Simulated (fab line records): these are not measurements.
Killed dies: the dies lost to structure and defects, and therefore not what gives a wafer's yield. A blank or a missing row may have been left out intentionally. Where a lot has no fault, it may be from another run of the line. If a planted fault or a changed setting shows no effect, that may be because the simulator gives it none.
A sampling plan put to the test / flow sky130 / one fab line, 54 faults that these records tell of, each judged on the records of the lots that it struck
Plan = the line's own looks (route steps where a gauge or an inspection reads the wafer without altering it). A look can be judged if struck wafers have a number there and the file gives its usual mean and standard deviation on fault-free wafers. Caught: 4 or more of those standard deviations (sigma) separate the usual mean from the mean of the struck wafers at a look after the fault's first step. On the tool: the identical test, applied to the tool's own readings at the steps of the fault. Caught also covers a different recipe on the struck wafers, or a record left blank for those wafers only.

THE FAULTS, as the simulator had put them in
1. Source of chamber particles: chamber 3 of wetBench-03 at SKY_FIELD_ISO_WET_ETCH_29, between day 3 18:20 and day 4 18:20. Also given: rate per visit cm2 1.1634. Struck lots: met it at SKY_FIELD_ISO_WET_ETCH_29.
2. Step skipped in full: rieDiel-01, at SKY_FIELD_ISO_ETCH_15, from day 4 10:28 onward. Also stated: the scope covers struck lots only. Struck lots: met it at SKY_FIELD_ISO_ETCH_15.
3. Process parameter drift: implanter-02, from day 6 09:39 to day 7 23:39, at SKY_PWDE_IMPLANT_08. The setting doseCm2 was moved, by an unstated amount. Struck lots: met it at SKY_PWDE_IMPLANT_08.
4. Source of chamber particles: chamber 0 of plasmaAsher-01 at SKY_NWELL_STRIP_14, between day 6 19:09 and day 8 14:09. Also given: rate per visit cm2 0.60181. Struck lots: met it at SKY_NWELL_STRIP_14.
5. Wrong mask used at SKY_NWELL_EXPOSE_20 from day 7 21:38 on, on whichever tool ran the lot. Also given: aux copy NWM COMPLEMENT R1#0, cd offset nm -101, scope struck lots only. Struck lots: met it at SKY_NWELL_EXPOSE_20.
6. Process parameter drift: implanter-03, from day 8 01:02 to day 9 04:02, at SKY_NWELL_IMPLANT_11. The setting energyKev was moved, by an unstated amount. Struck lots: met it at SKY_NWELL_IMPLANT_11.
7. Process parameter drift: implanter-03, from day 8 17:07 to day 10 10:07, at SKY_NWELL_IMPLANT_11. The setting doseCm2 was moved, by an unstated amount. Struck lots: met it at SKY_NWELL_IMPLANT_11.
8. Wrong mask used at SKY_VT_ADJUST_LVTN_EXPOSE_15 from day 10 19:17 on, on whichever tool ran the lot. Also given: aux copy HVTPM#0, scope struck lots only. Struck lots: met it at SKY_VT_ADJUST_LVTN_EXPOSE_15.
9. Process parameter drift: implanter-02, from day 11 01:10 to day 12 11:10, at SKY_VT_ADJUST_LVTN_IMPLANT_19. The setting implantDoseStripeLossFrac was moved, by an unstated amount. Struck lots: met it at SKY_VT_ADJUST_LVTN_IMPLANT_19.
10. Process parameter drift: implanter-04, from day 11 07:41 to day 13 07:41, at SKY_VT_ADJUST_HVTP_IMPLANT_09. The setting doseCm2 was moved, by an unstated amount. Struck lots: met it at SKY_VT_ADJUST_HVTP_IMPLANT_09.
11. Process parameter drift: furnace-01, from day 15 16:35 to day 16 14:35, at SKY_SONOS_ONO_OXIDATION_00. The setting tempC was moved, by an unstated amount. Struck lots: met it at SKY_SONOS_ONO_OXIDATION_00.
12. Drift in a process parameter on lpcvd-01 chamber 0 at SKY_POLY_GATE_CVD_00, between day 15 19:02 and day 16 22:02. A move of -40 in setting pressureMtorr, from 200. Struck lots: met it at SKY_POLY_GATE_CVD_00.
13. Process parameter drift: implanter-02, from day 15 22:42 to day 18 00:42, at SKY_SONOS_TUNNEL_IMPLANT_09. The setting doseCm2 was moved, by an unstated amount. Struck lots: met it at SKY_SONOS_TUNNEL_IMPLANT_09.
14. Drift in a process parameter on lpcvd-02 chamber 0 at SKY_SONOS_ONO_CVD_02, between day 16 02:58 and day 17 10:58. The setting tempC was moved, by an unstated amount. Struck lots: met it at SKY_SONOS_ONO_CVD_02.
15. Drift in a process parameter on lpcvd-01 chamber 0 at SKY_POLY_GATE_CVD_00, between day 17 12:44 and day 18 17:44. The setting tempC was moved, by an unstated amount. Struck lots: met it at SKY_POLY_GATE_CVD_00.
16. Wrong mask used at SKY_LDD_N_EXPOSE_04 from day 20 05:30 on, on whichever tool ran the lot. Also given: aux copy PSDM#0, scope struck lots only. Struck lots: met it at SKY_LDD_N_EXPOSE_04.
17. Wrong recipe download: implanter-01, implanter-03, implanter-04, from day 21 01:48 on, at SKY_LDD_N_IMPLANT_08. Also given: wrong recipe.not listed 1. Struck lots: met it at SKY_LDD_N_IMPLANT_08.
18. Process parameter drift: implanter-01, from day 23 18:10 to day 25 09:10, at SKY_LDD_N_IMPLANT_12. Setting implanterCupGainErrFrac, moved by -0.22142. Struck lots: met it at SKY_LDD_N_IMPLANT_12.
19. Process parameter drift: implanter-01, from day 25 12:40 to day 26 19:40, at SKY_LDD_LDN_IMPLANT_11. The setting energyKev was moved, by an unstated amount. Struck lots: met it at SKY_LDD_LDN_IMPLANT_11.
20. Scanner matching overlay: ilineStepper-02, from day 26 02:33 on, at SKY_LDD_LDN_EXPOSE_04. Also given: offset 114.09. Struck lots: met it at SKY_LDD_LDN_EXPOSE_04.
21. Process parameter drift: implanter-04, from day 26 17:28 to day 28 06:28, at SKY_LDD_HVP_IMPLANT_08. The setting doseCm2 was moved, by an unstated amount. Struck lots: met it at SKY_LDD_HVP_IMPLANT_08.
22. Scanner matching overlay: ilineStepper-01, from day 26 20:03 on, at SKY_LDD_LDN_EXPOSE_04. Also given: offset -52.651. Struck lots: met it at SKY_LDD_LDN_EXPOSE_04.
23. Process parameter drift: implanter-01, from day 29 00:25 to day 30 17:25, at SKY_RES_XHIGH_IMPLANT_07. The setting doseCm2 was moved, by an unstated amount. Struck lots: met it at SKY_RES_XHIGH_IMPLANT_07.
24. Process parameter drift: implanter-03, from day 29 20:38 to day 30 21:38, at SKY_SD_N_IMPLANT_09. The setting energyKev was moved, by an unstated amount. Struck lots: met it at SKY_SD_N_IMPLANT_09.
25. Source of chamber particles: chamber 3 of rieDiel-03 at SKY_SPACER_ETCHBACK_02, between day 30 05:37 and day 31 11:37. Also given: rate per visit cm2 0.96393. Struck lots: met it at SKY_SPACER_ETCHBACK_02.
26. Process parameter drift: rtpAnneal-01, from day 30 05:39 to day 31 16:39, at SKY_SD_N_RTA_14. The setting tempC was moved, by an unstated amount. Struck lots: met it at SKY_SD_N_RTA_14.
27. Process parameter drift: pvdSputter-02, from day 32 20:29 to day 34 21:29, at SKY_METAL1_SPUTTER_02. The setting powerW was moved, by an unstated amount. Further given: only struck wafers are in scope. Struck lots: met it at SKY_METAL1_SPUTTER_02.
28. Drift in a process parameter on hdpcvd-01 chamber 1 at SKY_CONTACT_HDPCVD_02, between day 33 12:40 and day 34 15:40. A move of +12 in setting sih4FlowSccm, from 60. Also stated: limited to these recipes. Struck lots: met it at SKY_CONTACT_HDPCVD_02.
29. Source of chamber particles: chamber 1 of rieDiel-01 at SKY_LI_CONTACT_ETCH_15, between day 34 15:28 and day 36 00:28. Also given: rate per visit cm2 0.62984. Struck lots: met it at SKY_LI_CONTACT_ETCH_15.
30. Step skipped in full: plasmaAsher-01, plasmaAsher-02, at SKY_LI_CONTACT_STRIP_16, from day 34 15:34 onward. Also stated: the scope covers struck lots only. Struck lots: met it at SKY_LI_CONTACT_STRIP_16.
31. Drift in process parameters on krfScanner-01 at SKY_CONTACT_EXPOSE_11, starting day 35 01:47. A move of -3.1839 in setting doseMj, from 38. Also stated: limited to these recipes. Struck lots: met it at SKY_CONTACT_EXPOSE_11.
32. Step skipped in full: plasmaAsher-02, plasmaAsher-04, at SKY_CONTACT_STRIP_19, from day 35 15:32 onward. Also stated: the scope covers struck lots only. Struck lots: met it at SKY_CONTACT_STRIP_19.
33. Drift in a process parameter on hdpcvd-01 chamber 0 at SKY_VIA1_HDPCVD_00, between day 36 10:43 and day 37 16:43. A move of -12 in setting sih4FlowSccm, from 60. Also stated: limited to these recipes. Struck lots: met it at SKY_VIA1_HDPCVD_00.
34. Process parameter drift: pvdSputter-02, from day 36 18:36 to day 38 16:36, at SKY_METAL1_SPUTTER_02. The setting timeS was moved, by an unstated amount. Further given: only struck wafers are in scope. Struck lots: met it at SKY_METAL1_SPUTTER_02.
35. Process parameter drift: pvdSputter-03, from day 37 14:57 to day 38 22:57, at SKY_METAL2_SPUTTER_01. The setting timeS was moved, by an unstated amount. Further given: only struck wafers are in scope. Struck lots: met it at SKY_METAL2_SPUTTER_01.
36. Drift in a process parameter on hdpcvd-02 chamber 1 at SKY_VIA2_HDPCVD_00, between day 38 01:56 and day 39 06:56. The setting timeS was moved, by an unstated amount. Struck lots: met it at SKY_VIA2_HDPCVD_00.
37. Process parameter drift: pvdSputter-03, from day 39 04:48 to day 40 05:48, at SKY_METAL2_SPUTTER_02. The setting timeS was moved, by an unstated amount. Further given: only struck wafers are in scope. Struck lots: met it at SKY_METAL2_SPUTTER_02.
38. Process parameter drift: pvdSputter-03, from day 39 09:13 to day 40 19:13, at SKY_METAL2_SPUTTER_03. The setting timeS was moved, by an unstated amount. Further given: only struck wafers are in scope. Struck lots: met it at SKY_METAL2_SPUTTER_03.
39. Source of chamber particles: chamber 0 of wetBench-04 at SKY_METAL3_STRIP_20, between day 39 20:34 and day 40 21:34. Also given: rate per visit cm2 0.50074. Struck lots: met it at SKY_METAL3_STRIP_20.
40. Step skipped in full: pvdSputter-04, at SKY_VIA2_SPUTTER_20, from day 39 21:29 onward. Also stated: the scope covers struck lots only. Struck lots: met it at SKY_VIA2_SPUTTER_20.
41. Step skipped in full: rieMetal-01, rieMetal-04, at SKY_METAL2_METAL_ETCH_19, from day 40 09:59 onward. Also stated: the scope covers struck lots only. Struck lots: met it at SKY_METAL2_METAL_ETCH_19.
42. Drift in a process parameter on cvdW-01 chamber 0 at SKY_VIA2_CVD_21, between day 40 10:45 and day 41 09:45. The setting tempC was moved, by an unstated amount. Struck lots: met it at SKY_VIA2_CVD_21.
43. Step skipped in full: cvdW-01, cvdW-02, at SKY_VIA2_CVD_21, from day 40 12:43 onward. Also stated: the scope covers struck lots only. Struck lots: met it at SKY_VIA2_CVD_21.
44. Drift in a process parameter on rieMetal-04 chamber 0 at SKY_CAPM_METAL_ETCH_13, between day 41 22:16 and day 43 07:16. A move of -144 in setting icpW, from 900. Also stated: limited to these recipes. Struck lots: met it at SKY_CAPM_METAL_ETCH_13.
45. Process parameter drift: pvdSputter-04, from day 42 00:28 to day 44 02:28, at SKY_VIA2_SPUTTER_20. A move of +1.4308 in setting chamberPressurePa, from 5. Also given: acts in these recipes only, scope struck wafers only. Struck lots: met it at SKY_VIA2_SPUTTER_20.
46. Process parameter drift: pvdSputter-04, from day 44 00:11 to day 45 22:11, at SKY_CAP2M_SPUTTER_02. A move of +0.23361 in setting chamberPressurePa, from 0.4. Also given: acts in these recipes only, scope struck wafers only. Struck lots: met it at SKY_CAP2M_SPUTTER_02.
47. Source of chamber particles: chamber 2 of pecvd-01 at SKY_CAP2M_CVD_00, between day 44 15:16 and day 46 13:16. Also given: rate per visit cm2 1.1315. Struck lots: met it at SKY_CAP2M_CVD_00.
48. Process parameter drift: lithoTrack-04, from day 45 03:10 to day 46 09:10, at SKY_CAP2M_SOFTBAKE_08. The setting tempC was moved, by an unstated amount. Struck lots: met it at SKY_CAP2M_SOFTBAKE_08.
49. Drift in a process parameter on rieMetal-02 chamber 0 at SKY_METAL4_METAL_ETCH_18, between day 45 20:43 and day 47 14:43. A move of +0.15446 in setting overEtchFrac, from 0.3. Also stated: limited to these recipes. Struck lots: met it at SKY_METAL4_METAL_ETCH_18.
50. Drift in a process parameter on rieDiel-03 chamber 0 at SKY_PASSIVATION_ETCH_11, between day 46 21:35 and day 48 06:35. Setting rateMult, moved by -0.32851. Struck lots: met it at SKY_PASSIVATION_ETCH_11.
51. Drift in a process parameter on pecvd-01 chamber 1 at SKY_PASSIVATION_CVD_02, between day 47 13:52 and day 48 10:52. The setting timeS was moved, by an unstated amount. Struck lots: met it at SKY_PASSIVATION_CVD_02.
52. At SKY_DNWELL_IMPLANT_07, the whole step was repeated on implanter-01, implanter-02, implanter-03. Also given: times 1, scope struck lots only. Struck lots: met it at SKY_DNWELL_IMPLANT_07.
53. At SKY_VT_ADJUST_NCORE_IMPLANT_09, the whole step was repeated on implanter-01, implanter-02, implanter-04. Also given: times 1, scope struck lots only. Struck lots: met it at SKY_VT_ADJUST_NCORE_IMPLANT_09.
54. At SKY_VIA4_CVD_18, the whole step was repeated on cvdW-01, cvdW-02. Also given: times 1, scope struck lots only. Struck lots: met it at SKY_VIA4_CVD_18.

WHAT THE PLAN SAW
fault=1; on the tool itself=under 2 sigma; first look that catches it=not the one look that can be judged after it; reading, sigma=-; median hours from its first step to that look=-; hours from the fault's start to the first struck lot there=-; judged looks passed uncaught=1
fault=2; on the tool itself=the tool's record is blank for the struck wafers; first look that catches it=no look after it can be judged; reading, sigma=-; median hours from its first step to that look=-; hours from the fault's start to the first struck lot there=-; judged looks passed uncaught=0
fault=3; on the tool itself=doseIonsCm2 -49 sigma; first look that catches it=SKY_NWELL_RS_MEAS_31; reading, sigma=PWDE_RS +15; median hours from its first step to that look=40.3; hours from the fault's start to the first struck lot there=52; judged looks passed uncaught=1
fault=4; on the tool itself=under 2 sigma; first look that catches it=no look after it can be judged; reading, sigma=-; median hours from its first step to that look=-; hours from the fault's start to the first struck lot there=-; judged looks passed uncaught=0
fault=5; on the tool itself=under 2 sigma; first look that catches it=no look after it can be judged; reading, sigma=-; median hours from its first step to that look=-; hours from the fault's start to the first struck lot there=-; judged looks passed uncaught=0
fault=6; on the tool itself=beamEnergyKeV -99 or beyond sigma; first look that catches it=SKY_NWELL_RS_MEAS_29; reading, sigma=NWELL_RS +5.4; median hours from its first step to that look=22.3; hours from the fault's start to the first struck lot there=30; judged looks passed uncaught=0
fault=7; on the tool itself=doseIonsCm2 -99 or beyond sigma; first look that catches it=SKY_NWELL_TW_MEAS_15; reading, sigma=NWELL_TW -22; median hours from its first step to that look=0.5; hours from the fault's start to the first struck lot there=8; judged looks passed uncaught=0
fault=8; on the tool itself=no reading that can be judged; first look that catches it=SKY_VT_ADJUST_LVTN_TW_MEAS_21; reading, sigma=VT_ADJUST_LVTN_2_TW -83; median hours from its first step to that look=11.4; hours from the fault's start to the first struck lot there=13; judged looks passed uncaught=0
fault=9; on the tool itself=no reading that can be judged; first look that catches it=none of the 7 looks that can be judged after it; reading, sigma=-; median hours from its first step to that look=-; hours from the fault's start to the first struck lot there=-; judged looks passed uncaught=7
fault=10; on the tool itself=doseIonsCm2 -99 or beyond sigma; first look that catches it=SKY_VT_ADJUST_HVTP_TW_MEAS_11; reading, sigma=VT_ADJUST_HVTP_TW -16; median hours from its first step to that look=0.2; hours from the fault's start to the first struck lot there=1; judged looks passed uncaught=0
fault=11; on the tool itself=tubeCenterTempC -99 or beyond sigma; first look that catches it=SKY_SONOS_ONO_THK_MEAS_01; reading, sigma=SONOS_ONO_OXIDATION_THK -10; median hours from its first step to that look=1.4; hours from the fault's start to the first struck lot there=3; judged looks passed uncaught=0
fault=12; on the tool itself=pressureMtorr -99 or beyond sigma; first look that catches it=SKY_POLY_GATE_THK_MEAS_01; reading, sigma=POLY_GATE_CVD_00_THK -9.7; median hours from its first step to that look=1.2; hours from the fault's start to the first struck lot there=7; judged looks passed uncaught=0
fault=13; on the tool itself=doseIonsCm2 +99 or beyond sigma; first look that catches it=SKY_SONOS_TUNNEL_TW_MEAS_12; reading, sigma=SONOS_TUNNEL_TW +12; median hours from its first step to that look=0.5; hours from the fault's start to the first struck lot there=35; judged looks passed uncaught=0
fault=14; on the tool itself=susceptorTempC +52 sigma; first look that catches it=SKY_SONOS_ONO_THK_MEAS_03; reading, sigma=SONOS_ONO_CVD_02_THK +34; median hours from its first step to that look=1.1; hours from the fault's start to the first struck lot there=15; judged looks passed uncaught=0
fault=15; on the tool itself=susceptorTempC +41 sigma; first look that catches it=SKY_POLY_GATE_THK_MEAS_01; reading, sigma=POLY_GATE_CVD_00_THK +25; median hours from its first step to that look=1.2; hours from the fault's start to the first struck lot there=9; judged looks passed uncaught=0
fault=16; on the tool itself=no reading that can be judged; first look that catches it=SKY_LDD_N_TW_MEAS_17; reading, sigma=LDD_N_TW -98; median hours from its first step to that look=16.1; hours from the fault's start to the first struck lot there=17; judged looks passed uncaught=0
fault=17; on the tool itself=under 2 sigma; first look that catches it=not the one look that can be judged after it; reading, sigma=-; median hours from its first step to that look=-; hours from the fault's start to the first struck lot there=-; judged looks passed uncaught=1
fault=18; on the tool itself=beamOnS +13 sigma; first look that catches it=no look after it can be judged; reading, sigma=-; median hours from its first step to that look=-; hours from the fault's start to the first struck lot there=-; judged looks passed uncaught=0
fault=19; on the tool itself=beamEnergyKeV +99 or beyond sigma; first look that catches it=no look after it can be judged; reading, sigma=-; median hours from its first step to that look=-; hours from the fault's start to the first struck lot there=-; judged looks passed uncaught=0
fault=20; on the tool itself=under 2 sigma; first look that catches it=SKY_LDD_LDN_OVL_MEAS_07; reading, sigma=LDD_LDN_OVL +94; median hours from its first step to that look=14.2; hours from the fault's start to the first struck lot there=22; judged looks passed uncaught=0
fault=21; on the tool itself=doseIonsCm2 +99 or beyond sigma; first look that catches it=SKY_LDD_HVP_TW_MEAS_10; reading, sigma=LDD_HVP_TW +56; median hours from its first step to that look=0.2; hours from the fault's start to the first struck lot there=11; judged looks passed uncaught=0
fault=22; on the tool itself=no reading that can be judged; first look that catches it=SKY_LDD_LDN_OVL_MEAS_07; reading, sigma=LDD_LDN_OVL -43; median hours from its first step to that look=14.1; hours from the fault's start to the first struck lot there=16; judged looks passed uncaught=0
fault=23; on the tool itself=doseIonsCm2 +99 or beyond sigma; first look that catches it=SKY_RES_XHIGH_TW_MEAS_09; reading, sigma=RES_XHIGH_TW +13; median hours from its first step to that look=0.2; hours from the fault's start to the first struck lot there=14; judged looks passed uncaught=0
fault=24; on the tool itself=beamEnergyKeV -99 or beyond sigma; first look that catches it=SKY_SD_N_RS_MEAS_16; reading, sigma=SD_N_RS +34; median hours from its first step to that look=0.7; hours from the fault's start to the first struck lot there=7; judged looks passed uncaught=0
fault=25; on the tool itself=under 2 sigma; first look that catches it=none of the 5 looks that can be judged after it; reading, sigma=-; median hours from its first step to that look=-; hours from the fault's start to the first struck lot there=-; judged looks passed uncaught=5
fault=26; on the tool itself=wafer_temp_C_max +8.3 sigma; first look that catches it=SKY_SD_N_RS_MEAS_16; reading, sigma=SD_N_RS -21; median hours from its first step to that look=0.2; hours from the fault's start to the first struck lot there=15; judged looks passed uncaught=0
fault=27; on the tool itself=cathodeDcPowerW -99 or beyond sigma; first look that catches it=SKY_METAL1_RS_MEAS_05; reading, sigma=METAL1_ALCU_RS +10; median hours from its first step to that look=0.1; hours from the fault's start to the first struck lot there=5; judged looks passed uncaught=0
fault=28; on the tool itself=sih4FlowSccm +64 sigma; first look that catches it=SKY_CONTACT_THK_MEAS_03; reading, sigma=CONTACT_HDPCVD_THK +15; median hours from its first step to that look=0.1; hours from the fault's start to the first struck lot there=6; judged looks passed uncaught=0
fault=29; on the tool itself=under 2 sigma; first look that catches it=none of the 3 looks that can be judged after it; reading, sigma=-; median hours from its first step to that look=-; hours from the fault's start to the first struck lot there=-; judged looks passed uncaught=3
fault=30; on the tool itself=the tool's record is blank for the struck wafers; first look that catches it=no look after it can be judged; reading, sigma=-; median hours from its first step to that look=-; hours from the fault's start to the first struck lot there=-; judged looks passed uncaught=0
fault=31; on the tool itself=exposureDoseMJCm2 -67 sigma; first look that catches it=SKY_CONTACT_CD_MEAS_14; reading, sigma=cdNm -8.7; median hours from its first step to that look=13.4; hours from the fault's start to the first struck lot there=17; judged looks passed uncaught=0
fault=32; on the tool itself=the tool's record is blank for the struck wafers; first look that catches it=no look after it can be judged; reading, sigma=-; median hours from its first step to that look=-; hours from the fault's start to the first struck lot there=-; judged looks passed uncaught=0
fault=33; on the tool itself=sih4FlowSccm -66 sigma; first look that catches it=SKY_VIA1_THK_MEAS_01; reading, sigma=VIA1_HDPCVD_THK -17; median hours from its first step to that look=0.1; hours from the fault's start to the first struck lot there=7; judged looks passed uncaught=0
fault=34; on the tool itself=under 2 sigma; first look that catches it=none of the 3 looks that can be judged after it; reading, sigma=strongest: METAL1_ALCU_RS at SKY_METAL1_RS_MEAS_05, +3.5; median hours from its first step to that look=-; hours from the fault's start to the first struck lot there=-; judged looks passed uncaught=3
fault=35; on the tool itself=under 2 sigma; first look that catches it=no look after it can be judged; reading, sigma=-; median hours from its first step to that look=-; hours from the fault's start to the first struck lot there=-; judged looks passed uncaught=0
fault=36; on the tool itself=runLengthS -18 sigma; first look that catches it=SKY_VIA2_THK_MEAS_01; reading, sigma=VIA2_HDPCVD_THK -5.2; median hours from its first step to that look=0.1; hours from the fault's start to the first struck lot there=1; judged looks passed uncaught=0
fault=37; on the tool itself=under 2 sigma; first look that catches it=SKY_METAL2_RS_MEAS_05; reading, sigma=METAL2_ALCU_RS -17; median hours from its first step to that look=0.1; hours from the fault's start to the first struck lot there=1; judged looks passed uncaught=0
fault=38; on the tool itself=under 2 sigma; first look that catches it=no look after it can be judged; reading, sigma=-; median hours from its first step to that look=-; hours from the fault's start to the first struck lot there=-; judged looks passed uncaught=0
fault=39; on the tool itself=no reading that can be judged; first look that catches it=no look after it can be judged; reading, sigma=-; median hours from its first step to that look=-; hours from the fault's start to the first struck lot there=-; judged looks passed uncaught=0
fault=40; on the tool itself=the tool's record is blank for the struck wafers; first look that catches it=no look after it can be judged; reading, sigma=-; median hours from its first step to that look=-; hours from the fault's start to the first struck lot there=-; judged looks passed uncaught=0
fault=41; on the tool itself=the tool's record is blank for the struck wafers; first look that catches it=no look after it can be judged; reading, sigma=-; median hours from its first step to that look=-; hours from the fault's start to the first struck lot there=-; judged looks passed uncaught=0
fault=42; on the tool itself=susceptorTempC +41 sigma; first look that catches it=SKY_VIA2_RS_MEAS_22; reading, sigma=VIA2_W_RS -16; median hours from its first step to that look=0.1; hours from the fault's start to the first struck lot there=3; judged looks passed uncaught=0
fault=43; on the tool itself=the tool's record is blank for the struck wafers; first look that catches it=SKY_VIA2_RS_MEAS_22; reading, sigma=VIA2_W_RS +99 or beyond; median hours from its first step to that look=0.1; hours from the fault's start to the first struck lot there=1; judged looks passed uncaught=0
fault=44; on the tool itself=rfFwdPowerW -42 sigma; first look that catches it=no look after it can be judged; reading, sigma=-; median hours from its first step to that look=-; hours from the fault's start to the first struck lot there=-; judged looks passed uncaught=0
fault=45; on the tool itself=chamberPressurePa +99 or beyond sigma; first look that catches it=no look after it can be judged; reading, sigma=-; median hours from its first step to that look=-; hours from the fault's start to the first struck lot there=-; judged looks passed uncaught=0
fault=46; on the tool itself=chamberPressurePa +99 or beyond sigma; first look that catches it=SKY_CAP2M_RS_MEAS_03; reading, sigma=CAP2M_TIN_RS +7.3; median hours from its first step to that look=0.1; hours from the fault's start to the first struck lot there=41; judged looks passed uncaught=0
fault=47; on the tool itself=under 2 sigma; first look that catches it=none of the 2 looks that can be judged after it; reading, sigma=-; median hours from its first step to that look=-; hours from the fault's start to the first struck lot there=-; judged looks passed uncaught=2
fault=48; on the tool itself=heaterPowerTotalW +72 sigma; first look that catches it=no look after it can be judged; reading, sigma=-; median hours from its first step to that look=-; hours from the fault's start to the first struck lot there=-; judged looks passed uncaught=0
fault=49; on the tool itself=oesProductAu -7.9 sigma; first look that catches it=not the one look that can be judged after it; reading, sigma=-; median hours from its first step to that look=-; hours from the fault's start to the first struck lot there=-; judged looks passed uncaught=1
fault=50; on the tool itself=oesProductAu -24 sigma; first look that catches it=no look after it can be judged; reading, sigma=-; median hours from its first step to that look=-; hours from the fault's start to the first struck lot there=-; judged looks passed uncaught=0
fault=51; on the tool itself=under 2 sigma; first look that catches it=SKY_PASSIVATION_THK_MEAS_03; reading, sigma=PASSIVATION_CVD_02_THK +39; median hours from its first step to that look=0.2; hours from the fault's start to the first struck lot there=11; judged looks passed uncaught=0
fault=52; on the tool itself=no reading that can be judged; first look that catches it=SKY_DNWELL_TW_MEAS_09; reading, sigma=DNWELL_TW +47; median hours from its first step to that look=0.6; hours from the fault's start to the first struck lot there=-; judged looks passed uncaught=0
fault=53; on the tool itself=under 2 sigma; first look that catches it=SKY_VT_ADJUST_NCORE_TW_MEAS_11; reading, sigma=VT_ADJUST_NCORE_TW +28; median hours from its first step to that look=0.6; hours from the fault's start to the first struck lot there=-; judged looks passed uncaught=0
fault=54; on the tool itself=under 2 sigma; first look that catches it=SKY_VIA4_RS_MEAS_19; reading, sigma=VIA4_W_RS -51; median hours from its first step to that look=0.5; hours from the fault's start to the first struck lot there=-; judged looks passed uncaught=0
Dash: fault not caught, or number not given in these records.

Caught at a look: 30 of 54. Caught on the tool: 33 of 54. By one or the other: 42 of 54.
On the tool alone, faults 2, 18, 19, 30, 32, 40, 41, 44, 45, 48, 49, 50 were caught.
Caught at a look alone: faults 8, 16, 20, 22, 37, 51, 52, 53, 54.
Caught by neither: faults 1, 4, 5, 9, 17, 25, 29, 34, 35, 38, 39, 47.

THINNER SAMPLING
Were the look that catches a fault to measure just every second or every third lot (counted by lot number), the first struck lot would, at worst, be measured this late:
fault=3; struck lots at that look, in order of time=L289, L291; every lot=52 h; every second lot=may miss all 2; every third lot=may miss all 2
fault=6; struck lots at that look, in order of time=L156, L158; every lot=30 h; every second lot=may miss all 2; every third lot=may miss all 2
fault=7; struck lots at that look, in order of time=L116, L117; every lot=8 h; every second lot=16 h; every third lot=may miss all 2
fault=8; struck lots at that look, in order of time=L295; every lot=13 h; every second lot=may miss it; every third lot=may miss it
fault=10; struck lots at that look, in order of time=L443, L444; every lot=1 h; every second lot=5 h; every third lot=may miss all 2
fault=11; struck lots at that look, in order of time=L194, L195; every lot=3 h; every second lot=17 h; every third lot=may miss all 2
fault=12; struck lots at that look, in order of time=L238, L240; every lot=7 h; every second lot=may miss all 2; every third lot=may miss all 2
fault=13; struck lots at that look, in order of time=L734, L735; every lot=35 h; every second lot=47 h; every third lot=may miss all 2
fault=14; struck lots at that look, in order of time=L373, L374; every lot=15 h; every second lot=22 h; every third lot=may miss all 2
fault=15; struck lots at that look, in order of time=L260; every lot=9 h; every second lot=may miss it; every third lot=may miss it
fault=16; struck lots at that look, in order of time=L524; every lot=17 h; every second lot=may miss it; every third lot=may miss it
fault=20; struck lots at that look, in order of time=L103, L104, L108, L110; every lot=22 h; every second lot=26 h; every third lot=54 h
fault=21; struck lots at that look, in order of time=L338, L340; every lot=11 h; every second lot=may miss all 2; every third lot=may miss all 2
fault=22; struck lots at that look, in order of time=L428, L429, L431; every lot=16 h; every second lot=32 h; every third lot=may miss all 3
fault=23; struck lots at that look, in order of time=L282, L281; every lot=14 h; every second lot=16 h; every third lot=may miss all 2
fault=24; struck lots at that look, in order of time=L469, L470; every lot=7 h; every second lot=25 h; every third lot=may miss all 2
fault=26; struck lots at that look, in order of time=L676, L677; every lot=15 h; every second lot=25 h; every third lot=may miss all 2
fault=27; struck lots at that look, in order of time=L611; every lot=5 h; every second lot=may miss it; every third lot=may miss it
fault=28; struck lots at that look, in order of time=L433, L434; every lot=6 h; every second lot=20 h; every third lot=may miss all 2
fault=31; struck lots at that look, in order of time=L901, L906; every lot=17 h; every second lot=52 h; every third lot=may miss all 2
fault=33; struck lots at that look, in order of time=L440, L441, L442; every lot=7 h; every second lot=13 h; every third lot=15 h
fault=36; struck lots at that look, in order of time=L657, L659; every lot=1 h; every second lot=may miss all 2; every third lot=may miss all 2
fault=37; struck lots at that look, in order of time=L925; every lot=1 h; every second lot=may miss it; every third lot=may miss it
fault=42; struck lots at that look, in order of time=L868, L869; every lot=3 h; every second lot=21 h; every third lot=may miss all 2
fault=43; struck lots at that look, in order of time=L745, L746, L747; every lot=1 h; every second lot=19 h; every third lot=19 h
fault=46; struck lots at that look, in order of time=L674; every lot=41 h; every second lot=may miss it; every third lot=may miss it
fault=51; struck lots at that look, in order of time=L742, L744; every lot=11 h; every second lot=may miss all 2; every third lot=may miss all 2
Hours count from the start of the fault until the first struck lot that is measured. 4 sigma limit: tested on the pooled struck wafers, so a lone lot may be under it. Other struck lots may not be in these records.

THE LONGEST TIMED WAY FROM STEP TO LOOK
Fault 3: a median of 40.3 hours passes between SKY_PWDE_IMPLANT_08 and SKY_NWELL_RS_MEAS_31. The look between them that can be judged stayed within 4 sigma: SKY_PWDE_TW_MEAS_10.
